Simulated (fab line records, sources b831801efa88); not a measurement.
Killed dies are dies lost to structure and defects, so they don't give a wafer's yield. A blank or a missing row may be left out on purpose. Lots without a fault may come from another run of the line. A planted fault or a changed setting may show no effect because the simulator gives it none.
fab line records | flow sky130
record lots=13 wafers=39 last_day=50
route steps=708 shown SD_P@328 SD_N@358 VIA3@575 CAP2M@615 PAD_OPEN@708
lots that met no fault: from a run of the same line without faults
start_h: hours from the record's first day to the start of the lot's first wafer shown | wait_h: hours since the lot's step before | " the same as in the row above | L1.1+2: a row that stands for several wafers | - no value, or no start given | * or withheld: withheld | < > ~ a bound
route shown NAME@n: a module of which the file shows steps, and the number in the route of the first | usual: mean/standard deviation of fault-free wafers | same: alike in all rows | chamber/n: place in a boat | sites: the reading at each site | _std_site: their standard deviation | _edge_site: outer sites' mean less inner sites' | radius_mm: how far each site lies from the wafer's centre | mask NAME#n: copy n | behind: the tool/chamber that last shaped the wafer | hold: why the lot was held/for how many hours/how that ended | device: the transistor (n, p or np) that didn't switch | end of line: the same wafers' tests at the end of the route | a step without rows: its recipe alone | killed: dies lost to structure and defects at the first sort, not the wafer's yield | map: a wafer's dies, x killed, . not, _ none there
set.NAME: the setting as run; set.NAME@STEP: as run at that earlier step | model.NAME: the simulator's own value behind a step, which no gauge read
steps of the route over a sample of lots; a table a step, a row a wafer
services: from which hour (start_h, from the record's first day; less than 0 if before it) a tool's chamber was out of use, for how many hours, and why
## steps
# step SKY_SD_P_OVL_MEAS_08
# usual SD_P_OVL=0.5/1.6
# columns lot.wafer tool chamber start_h wait_h SD_P_OVL[nm]
L188.3 overlay-01 - 584.78 0.1 -0.4
L188.4 " - " " 1.7
L188.5 " - " " 0.2
L189.4 overlay-02 - 586.63 0.1 4.8
L189.5 " - " " 5.1
L189.6 " - " " 2.7
L191.4 overlay-01 - 611.93 0.1 0.9
L191.5 " - " " -0.5
L191.6 " - " " 0.9
L196.2 overlay-01 - 659.28 0.1 0.3
L196.4 " - " " -0.2
L196.6 " - " " 0.2
L197.1 overlay-02 - 668.47 0.1 1.6
L197.2 " - " " -0.4
L197.3 " - " " 1.1
L198.2 overlay-01 - 681.48 0.1 0.2
L198.3 " - " " -1.3
L198.4 " - " " 0.3
L201.1 overlay-02 - 739.46 0.1 1.0
L201.3 " - " " 0.6
L201.6 " - " " -2.4
L202.2 overlay-01 - 740.58 0.1 1.9
L202.3 " - " " 2.5
L202.6 " - " " 2.1
L204.1 overlay-02 - 742.87 0.1 2.0
L204.3 " - " " 1.0
L204.5 " - " " 0.6
L206.1 overlay-01 - 749.51 0.1 0.8
L206.3 " - " " -1.5
L206.6 " - " " 0.7
L208.1 overlay-01 - 756.87 0.1 0.2
L208.2 " - " " 2.0
L208.5 " - " " 2.0
L209.1 overlay-02 - 768.46 0.1 1.6
L209.5 " - " " 0.2
L209.6 " - " " 1.8
L210.4 overlay-02 - 774.98 0.1 0.2
L210.5 " - " " 2.0
L210.6 " - " " 1.4
# step SKY_SD_N_RS_MEAS_16
# recipe thk_meas_gauge=four-point-probe
# usual SD_N_RS=68.51/0.11
# columns lot.wafer tool chamber start_h wait_h SD_N_RS[ohm/sq]
L188.3 film_metro-01 - 645.87 0.1 68.59
L188.4 " - " " 68.49
L188.5 " - " " 68.50
L189.4 film_metro-01 - 648.59 0.1 68.50
L189.5 " - " " 68.69
L189.6 " - " " 68.55
L191.4 film_metro-04 - 671.75 0.1 68.61
L191.5 " - " " 68.51
L191.6 " - " " 68.46
L196.2 film_metro-03 - 715.36 0.1 68.60
L196.4 " - " " 68.57
L196.6 " - " " 68.66
L197.1 film_metro-04 - 725.44 0.1 68.50
L197.2 " - " " 68.51
L197.3 " - " " 68.43
L198.2 film_metro-03 - 738.31 0.1 68.45
L198.3 " - " " 68.46
L198.4 " - " " 68.42
L201.1 film_metro-03 - 794.69 0.1 68.39
L201.3 " - " " 68.41
L201.6 " - " " 68.46
L202.2 film_metro-01 - 796.39 0.1 68.62
L202.3 " - " " 68.52
L202.6 " - " " 68.47
L204.1 film_metro-04 - 798.23 0.1 68.59
L204.3 " - " " 68.41
L204.5 " - " " 68.42
L206.1 film_metro-01 - 804.68 0.1 68.44
L206.3 " - " " 68.53
L206.6 " - " " 68.47
L208.1 film_metro-04 - 812.70 0.1 68.52
L208.2 " - " " 68.54
L208.5 " - " " 68.49
L209.1 film_metro-01 - 823.62 0.1 68.72
L209.5 " - " " 68.81
L209.6 " - " " 68.62
L210.4 film_metro-04 - 829.70 0.1 68.74
L210.5 " - " " 68.70
L210.6 " - " " 68.63
# step SKY_VIA3_CMP_02
# recipe material=SiO2 down_force_psi=4 platen_rpm=60 pad_velocity_m_s=0.94248
# usual motor_current_A=12.9/1.1
# columns lot.wafer tool chamber start_h wait_h motor_current_A
L188.3 cmp-01 3 904.51 0.3 11.4
L188.4 " 0 " " 13.7
L188.5 " 2 " " 13.3
L189.4 cmp-01 1 904.91 0.5 13.9
L189.5 " 2 " " 13.6
L189.6 " 3 " " 11.7
L191.4 cmp-01 2 926.23 0.1 12.4
L191.6 " 0 " " 14.9
L191.5 " 1 " " 14.9
L196.4 cmp-01 2 963.74 0.1 13.3
L196.2 " 0 " " 14.1
L196.6 " 1 " " 13.5
L197.2 cmp-01 0 972.63 0.0 14.1
L197.3 " 1 " " 13.9
L197.1 " 3 " " 11.3
L198.3 cmp-01 0 984.74 0.0 14.5
L198.4 " 2 " " 13.3
L198.2 " 3 " " 11.9
L201.1 cmp-02 2 1032.23 0.1 11.4
L201.3 " 0 " " 14.9
L201.6 " 2 " " 11.5
L202.2 cmp-02 1 1034.11 0.1 12.4
L202.3 " 2 " " 11.8
L202.6 " 3 " " 11.7
L204.3 cmp-02 3 1035.90 0.1 10.5
L204.1 " 0 " " 14.5
L204.5 " 2 " " 11.4
L206.1 cmp-02 1 1041.03 0.1 12.7
L206.3 " 3 " " 12.1
L206.6 " 1 " " 12.3
L208.2 cmp-02 2 1046.34 0.0 12.2
L208.1 " 0 " " 14.7
L208.5 " 2 " " 12.0
L209.1 cmp-01 3 1056.69 0.1 12.0
L209.6 " 3 " " 11.7
L209.5 " 0 " " 13.6
L210.4 cmp-02 0 1061.42 0.1 14.4
L210.5 " 2 " " 12.0
L210.6 " 3 " " 11.5
# step SKY_CAP2M_OVL_MEAS_12
# usual CAP2M_OVL=1.1/1.5
# columns lot.wafer tool chamber start_h wait_h CAP2M_OVL[nm]
L188.3 overlay-02 - 956.42 0.1 0.9
L188.4 " - " " 1.9
L188.5 " - " " 1.8
L189.4 overlay-02 - 956.72 0.1 -0.5
L189.5 " - " " 0.6
L189.6 " - " " 0.8
L191.4 overlay-01 - 977.47 0.1 -0.3
L191.5 " - " " 1.5
L191.6 " - " " 2.5
L196.2 overlay-02 - 1012.61 0.1 2.5
L196.4 " - " " 1.9
L196.6 " - " " 2.6
L197.1 overlay-01 - 1020.86 0.1 0.0
L197.2 " - " " -0.4
L197.3 " - " " 0.4
L198.2 overlay-01 - 1031.96 0.1 0.5
L198.3 " - " " 1.8
L198.4 " - " " 1.6
L201.1 overlay-02 - 1076.69 0.1 -0.6
L201.3 " - " " 3.6
L201.6 " - " " -0.5
L202.2 overlay-01 - 1078.31 0.1 0.7
L202.3 " - " " 1.3
L202.6 " - " " -0.6
L204.1 overlay-01 - 1080.29 0.1 1.5
L204.3 " - " " 3.8
L204.5 " - " " 2.8
L206.1 overlay-01 - 1085.45 0.1 -1.9
L206.3 " - " " -0.5
L206.6 " - " " 0.7
L208.1 overlay-01 - 1089.86 0.1 -1.0
L208.2 " - " " -1.5
L208.5 " - " " -0.3
L209.1 overlay-01 - 1099.99 0.1 2.7
L209.5 " - " " 3.9
L209.6 " - " " 1.2
L210.4 overlay-02 - 1105.08 0.1 1.7
L210.5 " - " " -0.4
L210.6 " - " " 0.2
# step SKY_PAD_OPEN_PROBE_99
# usual defect_limited_yield=82.6/2 killed_at_M0_to_M3=43/7.3 killed_at_M4_up=3.4/1.7 killed_at_contacts=24/4.5 killed_at_front_end=16/4.4 killed_at_other=0.2/0.51 killed_dies=86/9.7 killed_on_rim=17/3.7 killed_open=46/6.6 killed_short=39/7.1 sort_bin_3_pad_short=0.9/0.45 sort_bin_5_function=10.4/1.4 sort_bin_6_memory=6.2/1.2 sort_n_pass=406/9.7 sort_yield_pct=82.6/2
# same gross_dies=492 killed_at_back_side=0 sort_bin_4_leakage[%]=0 sort_bin_8_speed[%]=0
# columns lot.wafer tool chamber start_h wait_h defect_limited_yield[%] killed_at_M0_to_M3 killed_at_M4_up killed_at_contacts killed_at_front_end killed_at_other killed_dies killed_on_rim killed_open killed_short sort_bin_3_pad_short[%] sort_bin_5_function[%] sort_bin_6_memory[%] sort_n_pass sort_yield_pct[%]
L196.2 prober-01 - 1124.21 0.1 58.3 160 3 22 20 0 205 43 44 47 2.8 25.4 13.4 287 58.3
L196.4 prober-01 - 1124.31 0.2 63.6 149 1 18 11 0 179 44 39 43 3.3 23.2 10.0 313 63.6
L196.6 prober-01 - 1124.41 0.2 61.4 146 2 24 18 0 190 37 43 40 2.0 25.0 11.6 302 61.4
L197.1 prober-01 - 1129.91 0.1 64.4 146 2 18 9 0 175 35 47 26 1.8 23.6 10.2 317 64.4
L197.2 prober-01 - 1129.96 0.1 64.2 147 3 16 10 0 176 38 36 29 1.8 23.6 10.4 316 64.2
L197.3 prober-01 - 1130.01 0.2 61.2 149 2 27 13 0 191 36 34 44 1.6 25.6 11.6 301 61.2
L198.2 prober-01 - 1139.22 0.1 60.6 151 6 18 19 0 194 34 35 40 2.2 21.5 15.7 298 60.6
L198.3 prober-01 - 1139.27 0.2 63.8 140 2 22 14 0 178 41 41 29 1.6 23.0 11.6 314 63.8
L198.4 prober-01 - 1139.32 0.2 59.8 158 3 20 17 0 198 37 38 34 2.2 27.8 10.2 294 59.8
L201.1 prober-01 - 1178.96 0.1 78.9 55 4 26 19 0 104 21 52 49 0.6 13.6 6.9 388 78.9
L201.3 prober-01 - 1179.06 0.2 78.0 50 8 28 22 0 108 20 58 48 1.6 11.8 8.5 384 78.0
L201.6 prober-01 - 1179.21 0.2 80.5 45 8 26 17 0 96 17 44 51 0.4 12.8 6.3 396 80.5
# killed by level:class
L196.2 VIA3:unspecified=114 POLY_GATE:geometric_particle:short=10 VIA2:geometric_particle:open=10 CONTACT:geometric_particle:open=7 VIA1:geometric_particle:open=7 VIA1:geometric_particle:short=6 LI_CONTACT:geometric_particle:open=5 LI_CONTACT:geometric_particle:short=5
L196.4 VIA3:unspecified=97 VIA1:geometric_particle:open=10 VIA3:geometric_particle:open=10 VIA2:geometric_particle:short=9 LI_CONTACT:geometric_particle:open=7 VIA1:geometric_particle:short=7 METAL1:geometric_particle:short=5 FIELD_ISO:geometric_particle:open=4
L196.6 VIA3:unspecified=107 CONTACT:geometric_particle:open=8 VIA2:geometric_particle:open=8 POLY_GATE:geometric_particle:short=6 CONTACT:geometric_particle:short=6 METAL1:geometric_particle:short=6 VIA1:geometric_particle:short=6 VIA1:geometric_particle:open=6
L197.1 VIA3:unspecified=102 VIA1:geometric_particle:open=17 METAL2:geometric_particle:short=8 VIA3:geometric_particle:open=8 CONTACT:geometric_particle:open=7 LI_CONTACT:geometric_particle:open=5 VIA1:geometric_particle:short=5 LOCAL_INTERCONNECT:geometric_particle:short=3
L197.2 VIA3:unspecified=111 VIA3:geometric_particle:open=8 VIA1:geometric_particle:open=8 CONTACT:geometric_particle:open=5 CONTACT:geometric_particle:short=5 VIA1:geometric_particle:short=5 FIELD_ISO:geometric_particle:short=4 LI_CONTACT:geometric_particle:open=4
L197.3 VIA3:unspecified=113 VIA1:geometric_particle:open=10 FIELD_ISO:geometric_particle:short=7 CONTACT:geometric_particle:short=6 LI_CONTACT:geometric_particle:open=5 LI_CONTACT:geometric_particle:short=5 VIA3:geometric_particle:open=5 VIA2:geometric_particle:short=5
L198.2 VIA3:unspecified=118 VIA2:geometric_particle:open=7 VIA3:geometric_particle:open=7 FIELD_ISO:geometric_particle:short=6 POLY_GATE:geometric_particle:short=5 LI_CONTACT:geometric_particle:open=5 CONTACT:geometric_particle:open=5 METAL2:geometric_particle:short=5
L198.3 VIA3:unspecified=108 VIA1:geometric_particle:open=9 CONTACT:geometric_particle:open=7 LI_CONTACT:geometric_particle:open=7 VIA3:geometric_particle:open=6 CONTACT:geometric_particle:short=5 VIA2:geometric_particle:open=5 POLY_GATE:geometric_particle:short=4
L198.4 VIA3:unspecified=126 VIA1:geometric_particle:open=12 CONTACT:geometric_particle:open=8 CONTACT:geometric_particle:short=6 FIELD_ISO:geometric_particle:short=5 FIELD_ISO:geometric_particle:open=5 POLY_GATE:geometric_particle:short=4 VIA1:geometric_particle:short=4
L201.1 VIA1:geometric_particle:open=12 CONTACT:geometric_particle:open=11 VIA2:geometric_particle:open=10 FIELD_ISO:geometric_particle:short=9 METAL2:geometric_particle:short=9 VIA1:geometric_particle:short=8 LI_CONTACT:geometric_particle:open=6 LI_CONTACT:geometric_particle:short=6
L201.3 VIA1:geometric_particle:open=12 CONTACT:geometric_particle:open=10 LI_CONTACT:geometric_particle:open=9 METAL4:geometric_particle:short=7 VIA3:geometric_particle:open=6 VIA2:geometric_particle:open=6 FIELD_ISO:geometric_particle:open=5 POLY_GATE:geometric_particle:open=5
L201.6 VIA2:geometric_particle:open=8 VIA1:geometric_particle:short=8 METAL1:geometric_particle:short=7 VIA1:geometric_particle:open=7 CONTACT:geometric_particle:open=7 LOCAL_INTERCONNECT:geometric_particle:short=6 FIELD_ISO:geometric_particle:short=5 CONTACT:geometric_particle:short=5
## services
# columns tool chamber start_h hours kind
cmp-01 - 886.63 3.1 repair
cmp-02 - 897.36 14.7 repair
cmp-02 - 912.03 4.0 pm
cmp-02 - 916.03 - consumable_replace:conditioner
cmp-02 - 916.03 - consumable_replace:pad
cmp-01 - 916.25 5.6 pm
cmp-01 - 933.27 1.8 repair
cmp-02 - 945.48 2.2 repair
cmp-02 - 949.42 2.6 repair
cmp-02 - 995.02 1.7 repair
cmp-01 - 1001.38 1.8 repair
cmp-02 - 1018.68 11.6 pm
## key
first_sign step=SKY_PAD_OPEN_PROBE_99 reading=killed_at_M0_to_M3 direction=up sigmas=15 usual=43 struck=150
effect step=SKY_PAD_OPEN_PROBE_99 reading=defect_limited_yield direction=down sigmas=10 usual=82.6 struck=61.9
met_at SKY_VIA3_CMP_02
struck_lots L196,L197,L198
not_acting_at SKY_SD_P_OVL_MEAS_08,SKY_SD_N_RS_MEAS_16,SKY_CAP2M_OVL_MEAS_12
onset_between 926.23 963.74
fault kind=chamber_particle_source tool=cmp-01 chamber=- onset_h=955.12 steps=SKY_VIA3_CMP_02 rate_per_visit_cm2=0.532 end_h=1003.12
